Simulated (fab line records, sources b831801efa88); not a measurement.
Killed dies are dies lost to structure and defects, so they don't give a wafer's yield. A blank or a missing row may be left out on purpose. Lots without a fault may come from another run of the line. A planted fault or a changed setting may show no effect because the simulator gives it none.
A struck lot beside a sound one | flow sky130 | 18 steps out of a route of 708
Sound: wafers L341.1, L341.3, L341.5. Struck: wafers L331.1, L331.3, L331.4. The cause comes at the end.
At each step with rows: each side's tool, then ch and its chambers, then its first start. Under that, the readings that differ: sound wafers | struck wafers | difference of the means | sigmas: that difference in standard deviations of wafers without a fault.
alike: readings whose means differ by less than 2 such deviations, and words and numbers that are the same on both sides. not compared: withheld readings, readings that some wafer has no value for, bounds like >300 that may hide the same value, and numbers for which the record gives no deviation and whose values overlap.
The two part at a step that has a row with sigmas, a row that says differs or no value, or rows on one side only. Numbers that don't overlap but have no deviation are shown without sigmas and don't part them. A reading that every wafer of one side lacks parts them only if that side has two wafers or more.

first, 3 steps without rows for these wafers: SKY_VIA1_EXPOSE_09 (exposes mask VIM, target cd 150 nm); SKY_VIA1_PEB_10; SKY_VIA1_DEVELOP_11 (develop time 60 s).
SKY_VIA1_CD_MEAS_12: target cd 150 nm.
  sound on cd_sem-01, day 39 13:57; struck on cd_sem-01, day 36 19:21
  alike: cd_nm
SKY_VIA1_OVL_MEAS_13:
  sound on overlay-02, day 39 14:04; struck on overlay-02, day 36 19:28
  alike: VIA1_OVL
SKY_VIA1_ETCH_14: etches BARC in N2/H2, stops on SiO2, time 45.9 s, target depth 60 nm.
  sound on rie_diel-01 ch 1,2,3, day 39 14:07; struck on rie_diel-01 ch 0,1,3, day 36 19:31
  alike: bias_w, drypump_motor_current_A, h2_flow_sccm, oes_product_au, throttle_valve_pct
  not compared: rf_hours_counter_h
SKY_VIA1_ETCH_15: etches SiO2 in C4F8/O2/Ar, stops on TiN, target depth 351 nm, time 54 s.
  sound on rie_diel-01 ch 1,2,3, day 39 14:09; struck on rie_diel-01 ch 0,1,3, day 36 19:33
  alike: bias_w, oes_product_au
  not compared: rf_hours_counter_h
SKY_VIA1_STRIP_16: strips in O2/N2.
  sound on plasma_asher-01 ch 0, day 39 14:12; struck on plasma_asher-04 ch 0,1, day 36 19:36
  reading             | sound          | struck         | difference | sigmas
  o2_flow_sccm (sccm) | 2987 2983 2987 | 3014 3007 2996 | +20        | +2
  alike: drypump_motor_current_A, oes_product_au, strip_time_to_endpoint_s
  not compared: rf_hours_counter_h
then, 3 steps without rows for these wafers: SKY_VIA1_STRIP_17 (strips in post etch residue remover, time 1200 s); SKY_VIA1_CLEAN_18 (cleans in IPA, time 180 s); SKY_VIA1_CLEAN_19 (cleans in O3/DIW).
SKY_VIA1_SPUTTER_20: material TiN, target thk 20 nm, time 80 s.
  sound on pvd_sputter-03, day 39 14:48; struck on pvd_sputter-02, day 36 20:11
  alike: cathode_dc_power_W, throttle_valve_pct
SKY_VIA1_CVD_21: deposits W, target thk 270 nm, time 80.902 s.
  sound on cvd_w-01 ch 0,1, day 39 14:52; struck on cvd_w-02 ch 0,1, day 36 20:15
  reading                            | sound           | struck            | difference | sigmas
  heater_power_w (W)                 | 685 739 740     | 860 819 807       | +107       | +2
  model.W_of_VIA1_CVD_21.thk_nm (nm) | 268.2 268 269.1 | 228.5 232.1 228.4 | -38.8      |
SKY_VIA1_RS_MEAS_22: measures by four-point-probe.
  sound on film_metro-03, day 39 14:57; struck on film_metro-03, day 36 20:20
  reading            | sound             | struck            | difference | sigmas
  VIA1_W_RS (ohm/sq) | 0.429 0.430 0.428 | 0.505 0.498 0.506 | +0.074     | +19
SKY_VIA1_THK_MEAS_23: measures by xrf.
  sound on film_metro-03, day 39 15:04; struck on film_metro-03, day 36 20:28
  reading         | sound       | struck      | difference | sigmas
  VIA1_W_THK (nm) | 261 260 261 | 223 227 223 | -36        | -10
SKY_VIA1_CMP_24: polishes, stops on SiO2, t overpolish 15 s, target thk 0 nm.
  sound on cmp-02 ch 0,2, day 39 15:11; struck on cmp-01 ch 0,1,2, day 36 20:31
  reading                | sound          | struck         | difference | sigmas
  time_to_endpoint_s (s) | 67.1 67.8 68.1 | 56.9 59.3 58.2 | -9.5       | -4
  alike: head_pressure_psi, motor_current_A
SKY_METAL2_SPUTTER_00: material Ti, target thk 15 nm, time 10 s.
  sound on pvd_sputter-04, day 39 15:26; struck on pvd_sputter-03, day 36 20:49
  alike: cathode_dc_power_W, throttle_valve_pct
-- the record jumps here: 11 days lie between the struck wafers' starts before and after (it left off in module METAL2 and takes up again in module PAD_OPEN, whose first step shown is number 708 of the route) --
SKY_PAD_OPEN_PROBE_99:
  sound on prober-02, day 50 02:56; struck on prober-02, day 48 02:40
  alike: defect_limited_yield, killed_at_M0_to_M3, killed_at_M4_up, killed_at_contacts, killed_at_front_end, killed_at_other, killed_dies, killed_open, killed_short, sort_bin_3_pad_short, sort_bin_5_function, sort_bin_6_memory, sort_n_pass, sort_yield_pct

WHERE THEY PART
First at SKY_VIA1_STRIP_16; last, within this record, at SKY_VIA1_CMP_24. Later steps at which nothing parts them and some readings are alike: SKY_METAL2_SPUTTER_00, SKY_PAD_OPEN_PROBE_99.

WHY: what the simulator had put in
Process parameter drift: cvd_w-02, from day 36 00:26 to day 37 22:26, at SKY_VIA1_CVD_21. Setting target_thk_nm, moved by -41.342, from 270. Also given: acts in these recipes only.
